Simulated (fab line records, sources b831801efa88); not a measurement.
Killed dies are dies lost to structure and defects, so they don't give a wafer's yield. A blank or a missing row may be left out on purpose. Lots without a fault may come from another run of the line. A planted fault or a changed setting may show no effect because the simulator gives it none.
fab line records | flow sky130
record lots=13 wafers=39 last_day=51
route steps=708 shown VT_ADJUST_HVTP@96 VT_ADJUST_NCORE@129 VT_ADJUST_HVTR@139 SONOS_TUNNEL@165 PAD_OPEN@708
lots that met no fault: from a run of the same line without faults
start_h: hours from the record's first day to the start of the lot's first wafer shown | wait_h: hours since the lot's step before | " the same as in the row above | L1.1+2: a row that stands for several wafers | - no value, or no start given | * or withheld: withheld | < > ~ a bound
route shown NAME@n: a module of which the file shows steps, and the number in the route of the first | usual: mean/standard deviation of fault-free wafers | same: alike in all rows | chamber/n: place in a boat | sites: the reading at each site | _std_site: their standard deviation | _edge_site: outer sites' mean less inner sites' | radius_mm: how far each site lies from the wafer's centre | mask NAME#n: copy n | behind: the tool/chamber that last shaped the wafer | hold: why the lot was held/for how many hours/how that ended | device: the transistor (n, p or np) that didn't switch | end of line: the same wafers' tests at the end of the route | a step without rows: its recipe alone | killed: dies lost to structure and defects at the first sort, not the wafer's yield | map: a wafer's dies, x killed, . not, _ none there
set.NAME: the setting as run; set.NAME@STEP: as run at that earlier step | model.NAME: the simulator's own value behind a step, which no gauge read
steps of the route over a sample of lots; a table a step, a row a wafer
services: from which hour (start_h, from the record's first day; less than 0 if before it) a tool's chamber was out of use, for how many hours, and why
## steps
# step SKY_VT_ADJUST_HVTP_TW_MEAS_11
# usual VT_ADJUST_HVTP_TW=1367/6
# columns lot.wafer tool chamber start_h wait_h VT_ADJUST_HVTP_TW
L411.1 film_metro-03 - 141.30 0.1 1363
L411.4 " - " " 1364
L411.5 " - " " 1365
L412.1 film_metro-04 - 142.90 0.1 1367
L412.4 " - " " 1372
L412.6 " - " " 1362
L413.1 film_metro-04 - 148.72 0.1 1378
L413.5 " - " " 1378
L413.6 " - " " 1368
L415.1 film_metro-02 - 164.85 0.1 1376
L415.2 " - " " 1369
L415.6 " - " " 1370
L418.1 film_metro-04 - 177.13 0.1 1356
L418.3 " - " " 1362
L418.4 " - " " 1361
L417.3 film_metro-04 - 178.14 0.1 1358
L417.5 " - " " 1359
L417.6 " - " " 1363
L419.2 film_metro-03 - 181.81 0.1 1369
L419.4 " - " " 1368
L419.6 " - " " 1363
L424.1 film_metro-04 - 215.70 0.1 1373
L424.4 " - " " 1369
L424.6 " - " " 1366
L428.1 film_metro-03 - 242.40 0.1 1362
L428.5 " - " " 1365
L428.6 " - " " 1353
L429.1 film_metro-03 - 247.88 0.1 1367
L429.3 " - " " 1363
L429.4 " - " " 1363
L431.1 film_metro-04 - 263.02 0.1 1369
L431.2 " - " " 1372
L431.5 " - " " 1369
L432.4 film_metro-02 - 274.50 0.1 1365
L432.5 " - " " 1369
L432.6 " - " " 1371
L433.1 film_metro-03 - 281.55 0.1 1374
L433.4 " - " " 1371
L433.6 " - " " 1373
# step SKY_VT_ADJUST_NCORE_STRIP_10
# recipe chemistry=O2/N2 power_w=1400 pressure_mtorr=1500 platen_temp_c=withheld o2_flow_sccm=3000 n2_flow_sccm=300 overash_fraction=0.5
# usual chamber_pressure_mTorr=1500.0/1.4 drypump_motor_current_A=5.6/0.35 oes_product_au=0.716/0.0044 strip_time_to_endpoint_s=14.20/0.04
# columns lot.wafer tool chamber start_h wait_h chamber_pressure_mTorr drypump_motor_current_A oes_product_au rf_hours_counter_h strip_time_to_endpoint_s
L411.1 plasma_asher-03 1 205.72 0.1 1500.8 6.4 0.706 39 14.24
L411.4 " 1 " " 1498.2 6.4 0.714 - 14.23
L411.5 " 1 " " 1501.1 6.4 0.715 - 14.21
L412.1 plasma_asher-02 1 207.15 0.1 1500.4 5.4 0.711 50 14.21
L412.4 " 0 " " 1499.3 5.5 0.716 - 14.16
L412.6 " 1 " " 1501.5 5.4 0.711 - 14.18
L413.1 plasma_asher-03 0 212.02 0.1 1501.6 5.3 0.719 40 14.23
L413.5 " 0 " " 1499.3 5.4 0.711 - 14.23
L413.6 " 1 " " 1500.8 6.4 0.716 - 14.24
L415.1 plasma_asher-02 1 231.45 0.1 1500.4 5.4 0.716 53 14.22
L415.2 " 0 " " 1499.7 5.5 0.711 53 14.21
L415.6 " 1 " " 1500.2 5.4 0.718 - 14.22
L418.1 plasma_asher-03 1 245.60 0.1 1499.5 6.4 0.715 43 14.20
L418.3 " 1 " " 1498.2 6.4 0.718 - 14.20
L418.4 " 0 " " 1501.0 5.3 0.718 - 14.20
L417.3 plasma_asher-04 0 246.59 0.1 1502.3 5.6 0.719 - 14.18
L417.5 " 0 " " 1500.9 5.6 0.709 - 14.21
L417.6 " 1 " " 1499.5 5.6 0.710 - 14.21
L419.2 plasma_asher-04 1 249.10 0.1 1501.1 5.6 0.718 56 14.15
L419.4 " 1 " " 1498.7 5.6 0.719 - 14.15
L419.6 " 0 " " 1497.4 5.6 0.712 - 14.20
L424.1 plasma_asher-04 1 289.30 0.1 1500.5 5.6 0.717 60 14.23
L424.4 " 1 " " 1500.0 5.7 0.714 - 14.22
L424.6 " 1 " " 1497.9 5.6 0.714 - 14.19
L428.1 plasma_asher-02 0 319.05 0.1 1498.5 5.5 0.716 61 14.16
L428.5 " 1 " " 1498.3 5.4 0.717 - 14.14
L428.6 " 0 " " 1502.1 5.5 0.715 - 14.11
L429.1 plasma_asher-02 1 325.67 0.1 1499.2 5.4 0.717 62 14.23
L429.3 " 1 " " 1499.9 5.4 0.708 - 14.27
L429.4 " 0 " " 1499.9 5.4 0.712 - 14.27
L431.1 plasma_asher-04 1 340.34 0.1 1499.5 5.7 0.722 65 14.23
L431.2 " 0 " " 1504.0 5.5 0.715 65 14.23
L431.5 " 1 " " 1502.2 5.6 0.724 - 14.27
L432.4 plasma_asher-02 0 352.80 0.1 1498.5 5.5 0.718 - 14.15
L432.5 " 1 " " 1496.7 5.4 0.723 - 14.12
L432.6 " 0 " " 1501.0 5.5 0.708 - 14.11
L433.1 plasma_asher-02 0 360.44 0.1 1500.7 5.5 0.703 65 14.27
L433.4 " 0 " " 1501.0 5.4 0.725 - 14.24
L433.6 " 1 " " 1501.1 5.4 0.718 - 14.24
# step SKY_VT_ADJUST_HVTR_OVL_MEAS_08
# usual VT_ADJUST_HVTR_OVL=-0.5/1.2
# columns lot.wafer tool chamber start_h wait_h VT_ADJUST_HVTR_OVL[nm]
L411.1 overlay-01 - 228.16 0.1 -0.6
L411.4 " - " " -2.0
L411.5 " - " " -0.8
L412.1 overlay-01 - 230.52 0.1 -2.7
L412.4 " - " " -1.0
L412.6 " - " " -1.4
L413.1 overlay-02 - 235.30 0.1 -2.0
L413.5 " - " " -2.1
L413.6 " - " " 1.1
L415.1 overlay-02 - 255.00 0.1 1.7
L415.2 " - " " -0.7
L415.6 " - " " 1.3
L418.1 overlay-01 - 270.85 0.1 -1.8
L418.3 " - " " -0.8
L418.4 " - " " -0.5
L417.3 overlay-01 - 271.87 0.1 -0.9
L417.5 " - " " -0.3
L417.6 " - " " -1.0
L419.2 overlay-01 - 274.50 0.1 -1.1
L419.4 " - " " 0.7
L419.6 " - " " -0.2
L424.1 overlay-02 - 315.51 0.1 -0.2
L424.4 " - " " -0.4
L424.6 " - " " -1.6
L428.1 overlay-02 - 344.99 0.1 -1.0
L428.5 " - " " -0.5
L428.6 " - " " -0.8
L429.1 overlay-02 - 352.21 0.1 1.3
L429.3 " - " " 1.6
L429.4 " - " " 1.0
L431.1 overlay-02 - 368.51 0.1 -0.1
L431.2 " - " " -0.9
L431.5 " - " " -0.3
L432.4 overlay-01 - 381.48 0.1 2.0
L432.5 " - " " -0.7
L432.6 " - " " 0.7
L433.1 overlay-02 - 389.01 0.1 -0.3
L433.4 " - " " -1.3
L433.6 " - " " -1.4
# step SKY_SONOS_TUNNEL_STRIP_11
# recipe chemistry=SPM time_s=600 temp_c=130
# usual bath_guard_temp_C=130.0/0.4 bath_heat_duty_pct=15.2/2 temp_c=129.99/0.15
# columns lot.wafer tool chamber start_h wait_h bath_guard_temp_C bath_heat_duty_pct temp_c
L411.1 wet_bench-03 0 276.72 0.0 129.4 12.5 130.03
L411.4 " 0 " " 129.8 12.2 129.91
L411.5 " 0 " " 129.9 12.3 129.94
L412.1 wet_bench-04 3 280.01 0.0 130.0 19.4 130.20
L412.4 " 3 " " 130.0 17.8 130.18
L412.6 " 3 " " 129.9 18.2 130.05
L413.1 wet_bench-01 3 285.46 0.0 129.7 16.8 129.79
L413.5 " 3 " " 129.4 15.0 129.92
L413.6 " 3 " " 129.5 15.5 129.65
L415.1 wet_bench-01 1 305.92 0.0 129.8 14.9 129.77
L415.2 " 1 " " 130.5 14.1 129.81
L415.6 " 1 " " 130.1 15.1 129.93
L418.1 wet_bench-01 1 321.01 0.0 129.8 14.6 129.87
L418.3 " 1 " " 130.2 14.3 130.12
L418.4 " 1 " " 129.8 12.8 129.83
L417.3 wet_bench-03 2 323.89 0.0 131.3 13.3 129.73
L417.5 " 2 " " 131.3 15.1 129.83
L417.6 " 2 " " 131.4 15.2 130.09
L419.2 wet_bench-01 3 326.32 0.0 129.5 16.2 130.17
L419.4 " 3 " " 130.1 14.4 129.87
L419.6 " 3 " " 129.5 15.1 129.60
L424.1 wet_bench-04 3 370.12 0.0 129.3 18.2 130.24
L424.4 " 3 " " 129.9 18.8 130.02
L424.6 " 3 " " 129.7 15.8 130.07
L428.1 wet_bench-01 3 402.54 0.0 - - -
L428.5 " 3 " " - - -
L428.6 " 3 " " - - -
L429.1 wet_bench-01 1 410.11 0.0 - - -
L429.3 " 1 " " - - -
L429.4 " 1 " " - - -
L431.1 wet_bench-04 2 427.84 0.0 130.1 13.2 130.17
L431.2 " 2 " " 130.4 14.2 130.10
L431.5 " 2 " " 130.5 13.7 129.97
L432.4 wet_bench-01 1 440.61 0.0 129.7 14.3 130.14
L432.5 " 1 " " 130.2 14.7 130.00
L432.6 " 1 " " 130.0 14.8 130.10
L433.1 wet_bench-01 1 450.32 0.0 129.7 13.4 129.76
L433.4 " 1 " " 129.9 13.5 129.99
L433.6 " 1 " " 130.1 14.3 129.84
# step SKY_PAD_OPEN_PROBE_99
# usual killed_at_M0_to_M3=43/6.6 killed_at_M4_up=3.1/1.9 killed_at_contacts=24/5.2 killed_at_front_end=16/4.5 killed_at_other=0.4/0.62 killed_dies=87/9 killed_on_rim=17/3.7 killed_open=48/7 killed_short=39/6.2
# same gross_dies=492 killed_at_back_side=0
# columns lot.wafer tool chamber start_h wait_h killed_at_M0_to_M3 killed_at_M4_up killed_at_contacts killed_at_front_end killed_at_other killed_dies killed_on_rim killed_open killed_short
L415.1 prober-01 - 1129.34 0.1 53 2 28 23 0 106 19 66 39
L415.2 prober-01 - 1129.39 0.1 46 4 26 17 0 93 14 55 38
L415.6 prober-01 - 1129.59 0.2 36 1 22 14 1 74 17 36 37
L417.3 prober-01 - 1141.05 0.2 48 3 21 20 0 92 22 41 51
L417.5 prober-01 - 1141.15 0.2 38 4 23 24 0 89 12 56 33
L417.6 prober-01 - 1141.20 0.2 44 1 30 16 1 92 16 48 44
L418.1 prober-01 - 1143.16 0.1 31 4 28 15 1 79 22 41 37
L418.3 prober-01 - 1143.26 0.2 43 5 21 13 1 83 8 45 38
L418.4 prober-01 - 1143.31 0.2 38 2 25 24 0 89 15 55 34
L419.2 prober-02 - 1146.57 0.1 36 3 19 16 0 74 13 36 38
L419.4 prober-02 - 1146.67 0.2 38 9 22 16 0 85 16 47 38
L419.6 prober-02 - 1146.77 0.2 40 2 21 15 0 78 19 54 24
L424.1 prober-01 - 1178.23 0.1 45 1 36 15 1 98 21 51 45
L424.4 prober-01 - 1178.38 0.2 38 4 28 15 1 86 14 45 39
L424.6 prober-01 - 1178.48 0.2 58 1 29 15 1 104 22 58 45
L428.1 prober-01 - 1207.13 0.1 45 4 21 422 0 492 96 44 37
L428.5 prober-01 - 1207.33 0.2 43 4 20 425 0 492 96 45 33
L428.6 prober-01 - 1207.38 0.2 34 2 23 433 0 492 96 37 36
L431.1 prober-02 - 1209.36 0.1 47 1 23 19 1 91 16 56 35
L431.2 prober-02 - 1209.41 0.1 37 4 24 26 1 92 18 56 36
L431.5 prober-02 - 1209.56 0.2 38 0 24 16 0 78 12 45 33
L429.1 prober-02 - 1213.16 0.1 51 1 25 415 0 492 96 42 49
L429.3 prober-02 - 1213.26 0.2 58 2 20 412 0 492 96 54 40
L429.4 prober-02 - 1213.31 0.2 47 2 23 420 0 492 96 50 44
L432.4 prober-01 - 1216.26 0.2 41 3 26 16 2 88 13 53 35
L432.5 prober-01 - 1216.31 0.2 37 1 19 11 0 68 10 39 29
L432.6 prober-01 - 1216.36 0.2 47 2 25 12 0 86 25 51 35
L433.1 prober-01 - 1219.11 0.1 37 4 24 20 0 85 23 48 37
L433.4 prober-01 - 1219.26 0.2 55 2 22 12 0 91 16 37 54
L433.6 prober-01 - 1219.36 0.2 49 3 25 13 0 90 14 50 40
# killed by level:class
L415.1 VIA1:geometric_particle:open=15 VIA3:geometric_particle:open=10 LI_CONTACT:geometric_particle:open=9 VIA2:geometric_particle:open=8 FIELD_ISO:geometric_particle:short=7 CONTACT:geometric_particle:short=7 CONTACT:geometric_particle:open=7 POLY_GATE:geometric_particle:open=5
L415.2 VIA1:geometric_particle:open=13 VIA2:geometric_particle:open=10 CONTACT:geometric_particle:short=8 POLY_GATE:geometric_particle:open=7 METAL1:geometric_particle:short=7 CONTACT:geometric_particle:open=7 LOCAL_INTERCONNECT:geometric_particle:short=6 FIELD_ISO:geometric_particle:open=4
L415.6 CONTACT:geometric_particle:open=8 METAL1:geometric_particle:short=7 FIELD_ISO:geometric_particle:open=6 METAL2:geometric_particle:short=6 LOCAL_INTERCONNECT:geometric_particle:short=5 METAL3:geometric_particle:short=5 VIA1:geometric_particle:short=5 VIA1:geometric_particle:open=5
L417.3 METAL2:geometric_particle:short=7 METAL1:geometric_particle:short=7 VIA2:geometric_particle:open=7 VIA3:geometric_particle:open=6 CONTACT:geometric_particle:open=5 POLY_GATE:geometric_particle:open=5 VIA2:geometric_particle:short=5 VIA1:geometric_particle:open=5
L417.5 VIA1:geometric_particle:open=15 FIELD_ISO:geometric_particle:open=10 CONTACT:geometric_particle:open=8 LI_CONTACT:geometric_particle:open=7 FIELD_ISO:geometric_particle:short=6 POLY_GATE:geometric_particle:open=5 VIA2:geometric_particle:open=5 VIA3:geometric_particle:open=4
L417.6 CONTACT:geometric_particle:open=12 VIA1:geometric_particle:open=8 POLY_GATE:geometric_particle:open=7 METAL2:geometric_particle:short=7 VIA1:geometric_particle:short=6 VIA3:geometric_particle:open=5 LI_CONTACT:geometric_particle:open=5 CONTACT:geometric_particle:short=5
L418.1 LI_CONTACT:geometric_particle:open=12 LOCAL_INTERCONNECT:geometric_particle:short=9 VIA1:geometric_particle:open=8 VIA2:geometric_particle:open=5 FIELD_ISO:geometric_particle:short=5 CONTACT:geometric_particle:open=4 VIA1:geometric_particle:short=4 FIELD_ISO:geometric_particle:open=3
L418.3 CONTACT:geometric_particle:open=11 VIA1:geometric_particle:open=8 VIA1:geometric_particle:short=6 METAL2:geometric_particle:short=6 VIA3:geometric_particle:open=6 VIA2:geometric_particle:short=5 POLY_GATE:geometric_particle:open=4 VIA2:geometric_particle:open=4
L418.4 CONTACT:geometric_particle:open=11 VIA1:geometric_particle:open=10 VIA3:geometric_particle:open=7 POLY_GATE:geometric_particle:short=6 CONTACT:geometric_particle:short=6 FIELD_ISO:geometric_particle:open=5 POLY_GATE:geometric_particle:open=5 LI_CONTACT:geometric_particle:open=5
L419.2 CONTACT:geometric_particle:open=9 VIA1:geometric_particle:open=9 VIA1:geometric_particle:short=6 POLY_GATE:geometric_particle:short=5 POLY_GATE:geometric_particle:open=4 VIA2:geometric_particle:open=4 METAL1:geometric_particle:short=4 METAL2:geometric_particle:short=4
L419.4 CONTACT:geometric_particle:open=12 VIA1:geometric_particle:open=9 VIA2:geometric_particle:open=7 METAL4:geometric_particle:short=6 FIELD_ISO:geometric_particle:short=5 VIA3:geometric_particle:open=5 FIELD_ISO:geometric_particle:open=4 LOCAL_INTERCONNECT:geometric_particle:short=4
L419.6 CONTACT:geometric_particle:open=11 VIA3:geometric_particle:open=10 VIA2:geometric_particle:open=8 VIA1:geometric_particle:open=7 FIELD_ISO:geometric_particle:open=5 POLY_GATE:geometric_particle:open=5 CONTACT:geometric_particle:short=5 METAL2:geometric_particle:short=5
L424.1 CONTACT:geometric_particle:open=14 VIA1:geometric_particle:open=11 CONTACT:geometric_particle:short=9 FIELD_ISO:geometric_particle:open=6 VIA1:geometric_particle:short=5 LOCAL_INTERCONNECT:geometric_particle:short=5 METAL3:geometric_particle:short=5 VIA3:geometric_particle:open=5
L424.4 CONTACT:geometric_particle:open=8 VIA1:geometric_particle:open=8 VIA2:geometric_particle:open=7 LI_CONTACT:geometric_particle:short=6 LI_CONTACT:geometric_particle:open=6 POLY_GATE:geometric_particle:open=5 METAL2:geometric_particle:short=5 CONTACT:geometric_particle:short=4
L424.6 VIA1:geometric_particle:open=16 LI_CONTACT:geometric_particle:open=12 METAL2:geometric_particle:short=9 METAL1:geometric_particle:short=8 VIA3:geometric_particle:open=7 CONTACT:geometric_particle:short=6 CONTACT:geometric_particle:open=5 FIELD_ISO:geometric_particle:open=5
L428.1 SONOS_ONO:area_oxidation=411 CONTACT:geometric_particle:open=9 VIA1:geometric_particle:open=8 VIA3:geometric_particle:open=7 LI_CONTACT:geometric_particle:open=6 METAL2:geometric_particle:short=6 METAL1:geometric_particle:short=5 FIELD_ISO:geometric_particle:short=4
L428.5 SONOS_ONO:area_oxidation=414 VIA1:geometric_particle:open=11 CONTACT:geometric_particle:open=10 METAL2:geometric_particle:short=8 VIA2:geometric_particle:open=8 LI_CONTACT:geometric_particle:open=4 METAL1:geometric_particle:short=4 VIA3:geometric_particle:open=4
L428.6 SONOS_ONO:area_oxidation=419 LI_CONTACT:geometric_particle:open=8 CONTACT:geometric_particle:short=7 METAL3:geometric_particle:short=7 FIELD_ISO:geometric_particle:open=6 VIA3:geometric_particle:open=5 VIA1:geometric_particle:open=5 METAL2:geometric_particle:short=4
L431.1 VIA1:geometric_particle:open=13 VIA3:geometric_particle:open=9 LI_CONTACT:geometric_particle:open=7 CONTACT:geometric_particle:open=7 METAL1:geometric_particle:short=6 VIA1:geometric_particle:short=6 POLY_GATE:geometric_particle:open=5 POLY_GATE:geometric_particle:short=5
L431.2 VIA1:geometric_particle:open=18 CONTACT:geometric_particle:open=9 FIELD_ISO:geometric_particle:open=8 FIELD_ISO:geometric_particle:short=6 LI_CONTACT:geometric_particle:open=6 POLY_GATE:geometric_particle:open=5 VIA1:geometric_particle:short=5 CONTACT:geometric_particle:short=4
L431.5 CONTACT:geometric_particle:open=10 VIA1:geometric_particle:open=9 CONTACT:geometric_particle:short=7 LI_CONTACT:geometric_particle:open=6 POLY_GATE:geometric_particle:open=5 FIELD_ISO:geometric_particle:open=4 METAL1:geometric_particle:short=4 VIA1:geometric_particle:short=4
L429.1 SONOS_ONO:area_oxidation=401 VIA1:geometric_particle:open=12 VIA3:geometric_particle:open=9 LI_CONTACT:geometric_particle:open=8 METAL2:geometric_particle:short=7 VIA3:geometric_particle:short=7 LOCAL_INTERCONNECT:geometric_particle:short=6 FIELD_ISO:geometric_particle:short=5
L429.3 SONOS_ONO:area_oxidation=398 VIA1:geometric_particle:open=14 VIA3:geometric_particle:open=12 LI_CONTACT:geometric_particle:open=9 VIA1:geometric_particle:short=8 FIELD_ISO:geometric_particle:short=6 VIA3:geometric_particle:short=6 VIA2:geometric_particle:open=5
L429.4 SONOS_ONO:area_oxidation=398 CONTACT:geometric_particle:open=9 VIA1:geometric_particle:short=8 VIA2:geometric_particle:open=7 FIELD_ISO:geometric_particle:short=7 VIA1:geometric_particle:open=7 FIELD_ISO:geometric_particle:open=6 METAL2:geometric_particle:short=6
L432.4 CONTACT:geometric_particle:open=15 VIA1:geometric_particle:open=10 VIA3:geometric_particle:open=6 METAL1:geometric_particle:short=5 POLY_GATE:geometric_particle:open=4 METAL2:geometric_particle:short=4 VIA2:geometric_particle:open=4 LI_CONTACT:geometric_particle:open=3
L432.5 LI_CONTACT:geometric_particle:open=9 VIA1:geometric_particle:open=8 VIA3:geometric_particle:open=6 POLY_GATE:geometric_particle:short=4 POLY_GATE:geometric_particle:open=4 LI_CONTACT:geometric_particle:short=4 METAL3:geometric_particle:short=4 LOCAL_INTERCONNECT:geometric_particle:short=3
L432.6 CONTACT:geometric_particle:open=14 VIA1:geometric_particle:open=9 VIA3:geometric_particle:open=9 VIA1:geometric_particle:short=7 POLY_GATE:geometric_particle:open=7 LI_CONTACT:geometric_particle:open=5 METAL2:geometric_particle:short=5 VIA2:geometric_particle:open=5
L433.1 LI_CONTACT:geometric_particle:open=9 CONTACT:geometric_particle:open=8 VIA1:geometric_particle:open=7 VIA3:geometric_particle:open=6 FIELD_ISO:geometric_particle:short=5 FIELD_ISO:geometric_particle:open=5 CONTACT:geometric_particle:short=5 VIA2:geometric_particle:open=5
L433.4 VIA1:geometric_particle:open=14 METAL1:geometric_particle:short=7 METAL2:geometric_particle:short=7 CONTACT:geometric_particle:short=6 VIA2:geometric_particle:short=6 POLY_GATE:geometric_particle:short=5 CONTACT:geometric_particle:open=5 VIA3:geometric_particle:open=5
L433.6 LI_CONTACT:geometric_particle:open=9 METAL1:geometric_particle:short=8 VIA1:geometric_particle:open=8 VIA3:geometric_particle:open=8 METAL2:geometric_particle:short=8 CONTACT:geometric_particle:open=7 POLY_GATE:geometric_particle:open=6 LOCAL_INTERCONNECT:geometric_particle:short=4
## services
# columns tool chamber start_h hours kind
wet_bench-04 - 194.97 3.5 repair
plasma_asher-03 - 214.75 2.8 pm
plasma_asher-03 - 274.05 2.7 repair
wet_bench-04 - 275.78 1.9 pm
plasma_asher-03 - 331.40 5.6 repair
wet_bench-03 - 344.77 4.1 repair
plasma_asher-03 - 350.89 2.3 repair
wet_bench-04 - 357.35 1.3 repair
plasma_asher-03 - 376.49 15.3 repair
plasma_asher-03 - 406.62 11.4 repair
plasma_asher-02 - 421.25 9.0 pm
plasma_asher-02 0 421.25 9.0 vent_cycle
plasma_asher-02 1 421.25 9.0 vent_cycle
plasma_asher-02 - 430.25 2.8 pm
plasma_asher-02 0 430.25 - clean
plasma_asher-02 1 430.25 - clean
plasma_asher-02 - 433.00 4.3 pm
## key
first_sign step=SKY_SONOS_TUNNEL_STRIP_11 reading=tool_record direction=missing
effect step=SKY_PAD_OPEN_PROBE_99 reading=killed_at_front_end direction=up sigmas=90 usual=16 struck=421
more_kills_born_at SKY_SONOS_ONO_OXIDATION_00@furnace-01=2441
met_at SKY_SONOS_TUNNEL_STRIP_11
struck_lots L428,L429
later_rows_left_out L428.1,L428.5,L428.6,L429.1,L429.3,L429.4
tester_left_out L428,L429
not_acting_at SKY_VT_ADJUST_HVTP_TW_MEAS_11,SKY_VT_ADJUST_NCORE_STRIP_10,SKY_VT_ADJUST_HVTR_OVL_MEAS_08
onset_between 326.32 402.54
fault kind=skipped_step_whole tool=wet_bench-01 chamber=- onset_h=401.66 steps=SKY_SONOS_TUNNEL_STRIP_11 scope=struck_lots_only
# tester_left_out: of these lots the tester's yield and bins aren't shown, on N5 and GAA mostly nor the transistor test; their killed dies are dies lost to structure and defects alone, not to doping, threshold or leakage, so they don't give the yield
# later_rows_left_out: the simulator's readings of these wafers behind a module that went badly wrong aren't trusted and aren't shown, but for the sort
